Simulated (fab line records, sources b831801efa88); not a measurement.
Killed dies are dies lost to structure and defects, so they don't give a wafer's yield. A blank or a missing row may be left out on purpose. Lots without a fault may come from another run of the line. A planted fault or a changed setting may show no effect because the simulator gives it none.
fab line records | flow sfq_line | part 2 of 2: steps 31 to 42 of 42
record lots=5 wafers=15 last_day=91
route steps=325 shown I5@235 C5@240 M6@251 I6@266
lots that met no fault: from a run of the same line without faults
start_h: hours from the record's first day to the start of the lot's first wafer shown | wait_h: hours since the lot's step before | " the same as in the row above | L1.1+2: a row that stands for several wafers | - no value, or no start given | * or withheld: withheld | < > ~ a bound
route shown NAME@n: a module of which the file shows steps, and the number in the route of the first | usual: mean/standard deviation of fault-free wafers | same: alike in all rows | chamber/n: place in a boat | sites: the reading at each site | _std_site: their standard deviation | _edge_site: outer sites' mean less inner sites' | radius_mm: how far each site lies from the wafer's centre | mask NAME#n: copy n | behind: the tool/chamber that last shaped the wafer | hold: why the lot was held/for how many hours/how that ended | device: the transistor (n, p or np) that didn't switch | end of line: the same wafers' tests at the end of the route | a step without rows: its recipe alone | killed: dies lost to structure and defects at the first sort, not the wafer's yield | map: a wafer's dies, x killed, . not, _ none there
set.NAME: the setting as run; set.NAME@STEP: as run at that earlier step | model.NAME: the simulator's own value behind a step, which no gauge read
lots at some steps of the route; a table a step, a row a wafer
services: from which hour (start_h, from the record's first day; less than 0 if before it) a tool's chamber was out of use, for how many hours, and why
## steps
# step SFQ_TRILAYER_I6_DEP_PECVD_165
# recipe material=SiO2 temp_c=150 time_s=111.11 pressure_torr=2.4 rf_w=183.3 precursor=SiH4/N2O target_thk_nm=500
# usual heater_power_outer_w=34/10 heater_power_w=91/13 throttle_valve_pct=24.3/1.7
# columns lot.wafer tool chamber start_h wait_h heater_power_outer_w heater_power_w throttle_valve_pct
L076.1 pecvd-03 0 1772.96 0.0 49 105 23.3
L076.2 " 2 " " 21 76 25.5
L076.5 " 2 " " 23 80 25.4
L085.1 pecvd-02 2 1853.85 0.0 42 100 27.5
L085.5 " 1 " " 42 99 24.4
L085.6 " 2 " " 43 104 27.5
L086.1 pecvd-03 0 1855.17 0.0 55 105 23.2
L086.3 " 1 " " 34 100 25.8
L086.4 " 1 " " 37 104 25.2
L087.3 pecvd-01 2 1856.37 0.0 24 72 23.1
L087.4 " 0 " " 28 83 21.7
L087.6 " 2 " " 25 75 23.4
L091.1 pecvd-01 0 1861.17 0.0 25 82 21.6
L091.2 " 2 " " 21 68 23.5
L091.3 " 1 " " 25 81 23.3
# step SFQ_TRILAYER_I6_CMP_CMP_166
# recipe material=SiO2 down_force_psi=3 platen_rpm=60 pad_velocity_m_s=0.94248
# usual motor_current_A=10.1/0.72 slurry_filter_dp_kPa=13.50/0.14 time_to_endpoint_s=201/9.4
# columns lot.wafer tool chamber start_h wait_h motor_current_A slurry_filter_dp_kPa time_to_endpoint_s
L076.2 cmp-01 2 1773.54 0.5 10.6 13.52 202
L076.1 " 3 " " 9.5 13.49 199
L076.5 " 1 1775.04 2.0 9.6 13.48 214
L085.1 cmp-02 1 1855.43 1.5 8.8 13.46 199
L085.6 " 2 " " 9.0 13.32 210
L085.5 " 3 " " 10.1 13.33 205
L086.3 cmp-02 3 1857.43 2.2 10.4 13.43 193
L086.1 " 0 " " 10.8 13.68 184
L086.4 " 1 " " 9.4 13.31 209
L087.4 cmp-02 0 1860.43 4.0 11.0 13.32 210
L087.3 " 1 " " 9.3 13.44 209
L087.6 " 3 1861.93 5.5 10.5 13.54 203
L091.3 cmp-02 0 1872.43 11.2 10.7 13.45 180
L091.2 " 1 " " 9.4 13.66 195
L091.1 " 2 " " 9.0 13.39 198
# step SFQ_I6_BOW_MEAS_941
# recipe mode=bow
# usual I6_BOW=7/11
# columns lot.wafer tool chamber start_h wait_h I6_BOW[um]
L076.1 film_metro-01 - 1776.04 1.5 3
L076.2 " - " " 19
L076.5 " - " " 12
L085.1 film_metro-01 - 1856.93 1.0 10
L085.5 " - " " 29
L085.6 " - " " 17
L086.1 film_metro-04 - 1859.93 1.5 -3
L086.3 " - " " 10
L086.4 " - " " 7
L087.3 film_metro-02 - 1862.97 1.5 4
L087.4 " - " " -6
L087.6 " - " " 2
L091.1 film_metro-02 - 1874.93 1.0 21
L091.2 " - " " 13
L091.3 " - " " 17
# step SFQ_TRILAYER_I6_METRO_MEASURE_167
# usual thk_nm=198.3/1.6
# columns lot.wafer tool chamber start_h wait_h thk_nm
L076.1 film_metro-01 - 1776.16 0.1 201.6
L076.2 " - " " 200.3
L076.5 " - " " 200.3
L085.1 film_metro-01 - 1857.05 0.1 199.0
L085.5 " - " " 198.3
L085.6 " - " " 199.0
L086.1 film_metro-04 - 1860.05 0.1 196.4
L086.3 " - " " 198.2
L086.4 " - " " 198.4
L087.3 film_metro-02 - 1863.45 0.5 198.0
L087.4 " - " " 197.0
L087.6 " - " " 199.9
L091.1 film_metro-02 - 1875.05 0.1 197.8
L091.2 " - " " 197.3
L091.3 " - " " 195.8
# step SFQ_TRILAYER_I6_VIA_LITHO_COAT_174
# recipe resist=BARC spin_rpm=3000 resist_thk_nm=62
# columns lot.wafer tool chamber start_h wait_h
L076.1+2+5 litho_track-03 0 1777.36 1.0
L085.1+5+6 litho_track-03 0 1858.25 1.0
L086.1+3+4 litho_track-02 0 1861.25 1.0
L087.3+4+6 litho_track-04 0 1864.35 0.7
L091.1+2+3 litho_track-02 0 1876.25 1.0
# step SFQ_TRILAYER_I6_VIA_LITHO_COAT_169
# recipe resist=KrF spin_rpm=3000 resist_thk_nm=650
# columns lot.wafer tool chamber start_h wait_h
L076.1+2+5 litho_track-03 0 1777.66 0.2
L085.1+5+6 litho_track-03 0 1858.55 0.2
L086.1+3+4 litho_track-02 0 1861.55 0.2
L087.3+4+6 litho_track-04 0 1864.65 0.2
L091.1+2+3 litho_track-02 0 1876.55 0.2
# step SFQ_TRILAYER_I6_VIA_LITHO_SOFTBAKE_173
# recipe temp_c=withheld time_s=withheld resist=KrF
# columns lot.wafer tool chamber start_h wait_h
L076.1+2+5 litho_track-03 0 1777.96 0.2
L085.1+5+6 litho_track-03 0 1858.85 0.2
L086.1+3+4 litho_track-02 0 1861.85 0.2
L087.3+4+6 litho_track-04 0 1864.90 0.2
L091.1+2+3 litho_track-02 0 1876.85 0.2
# step SFQ_TRILAYER_I6_VIA_LITHO_EXPOSE_170
# recipe mask_id=I6 na=0.6 source_shape=conventional sigma_outer=0.65 target_cd_nm=700 dose_mj=21.3
# columns lot.wafer tool chamber start_h wait_h mask
L076.1+2+5 krf_scanner-02 0 - - I6#0
L085.1+5+6 krf_scanner-01 0 1957.69 - I6#0
L086.1+3+4 krf_scanner-01 0 1960.09 - I6#0
L087.3+4+6 krf_scanner-01 0 1964.09 - I6#0
L091.1+2+3 krf_scanner-02 0 1984.22 - I6#0
# step SFQ_TRILAYER_I6_VIA_LITHO_PEB_172
# recipe peb_temp_c=115 peb_time_s=60 resist=KrF
# columns lot.wafer tool chamber start_h wait_h
L076.1+2+5 litho_track-03 0 - -
L085.1+5+6 litho_track-03 0 1958.89 1.0
L086.1+3+4 litho_track-02 0 1961.29 1.0
L087.3+4+6 litho_track-03 0 1964.94 0.7
L091.1+2+3 litho_track-04 0 1985.42 1.0
# step SFQ_TRILAYER_I6_VIA_LITHO_DEVELOP_171
# recipe time_s=60 resist=KrF
# columns lot.wafer tool chamber start_h wait_h
L076.1+2+5 litho_track-03 0 1836.96 0.1
L085.1+5+6 litho_track-03 0 1959.04 0.1
L086.1+3+4 litho_track-02 0 1961.44 0.1
L087.3+4+6 litho_track-03 0 1965.09 0.1
L091.1+2+3 litho_track-04 0 1985.57 0.1
# step SFQ_I6_OVL_MEAS_942
# usual I6_OVL=3/5.8
# columns lot.wafer tool chamber start_h wait_h I6_OVL[nm]
L076.1 overlay-01 - 1837.11 0.1 -4
L076.2 " - " " -2
L076.5 " - " " -3
L085.1 overlay-02 - 1959.19 0.1 -5
L085.5 " - " " 3
L085.6 " - " " 4
L086.1 overlay-01 - 1961.59 0.1 0
L086.3 " - " " -3
L086.4 " - " " 1
L087.3 overlay-02 - 1965.20 0.1 3
L087.4 " - " " 0
L087.6 " - " " 2
L091.1 overlay-02 - 1985.72 0.1 8
L091.2 " - " " 4
L091.3 " - " " 6
# step SFQ_TRILAYER_I6_VIA_BARC_OPEN_VIA_ETCH_235
# recipe mask_material=PR chemistry=O2 target_depth_nm=125 target=BARC source_w=500 bias_w=80 pressure_mtorr=30 time_s=41.7
# usual drypump_motor_current_A=5.5/0.45 oes_product_au=0.685/0.0045
# columns lot.wafer tool chamber start_h wait_h drypump_motor_current_A oes_product_au rf_hours_counter_h
L076.1 rie_diel-03 2 1837.14 0.0 5.7 0.694 1
L076.2 " 0 " " 6.2 0.684 16
L076.5 " 0 " " 6.2 0.683 -
L085.1 rie_diel-01 0 1959.23 0.0 5.4 0.689 3
L085.5 " 0 " " 5.4 0.685 -
L085.6 " 1 " " 5.2 0.690 -
L086.1 rie_diel-03 2 1961.63 0.0 5.7 0.692 2
L086.3 " 1 " " 5.8 0.679 1
L086.4 " 3 " " 5.0 0.684 15
L087.3 rie_diel-04 0 1965.23 0.0 5.0 0.688 15
L087.4 " 2 " " 5.5 0.681 1
L087.6 " 2 " " 5.5 0.687 -
L091.1 rie_diel-04 2 1985.75 0.0 5.5 0.693 1
L091.2 " 3 " " 6.2 0.689 16
L091.3 " 0 " " 5.0 0.676 15
## services
# columns tool chamber start_h hours kind
krf_scanner-02 - 1537.99 0.2 repair
krf_scanner-02 - 1539.73 0.7 repair
krf_scanner-02 - 1547.06 0.8 pm
krf_scanner-02 - 1577.89 0.3 repair
krf_scanner-02 - 1586.84 4.0 pm
krf_scanner-02 - 1597.34 1.3 pm
krf_scanner-02 - 1614.20 1.0 pm
krf_scanner-02 - 1618.80 4.4 pm
rie_diel-03 0 1680.41 8.4 repair
krf_scanner-02 - 1716.17 0.8 pm
rie_diel-03 1 1736.43 2.2 repair
rie_diel-03 0 1739.00 7.9 repair
krf_scanner-02 - 1755.82 3.6 pm
rie_diel-03 1 1770.22 4.3 repair
krf_scanner-02 - 1772.87 1.3 pm
krf_scanner-02 - 1778.57 4.4 repair
krf_scanner-02 - 1782.92 1.0 pm
rie_diel-03 0 1805.35 4.3 repair
rie_metal-04 0 1818.42 28.3 repair
rie_diel-03 2 1845.45 1.9 repair
krf_scanner-02 - 1885.41 0.8 pm
rie_diel-03 3 1934.43 4.4 repair
krf_scanner-02 - 1949.17 1.3 pm
krf_scanner-02 - 1951.11 1.0 pm
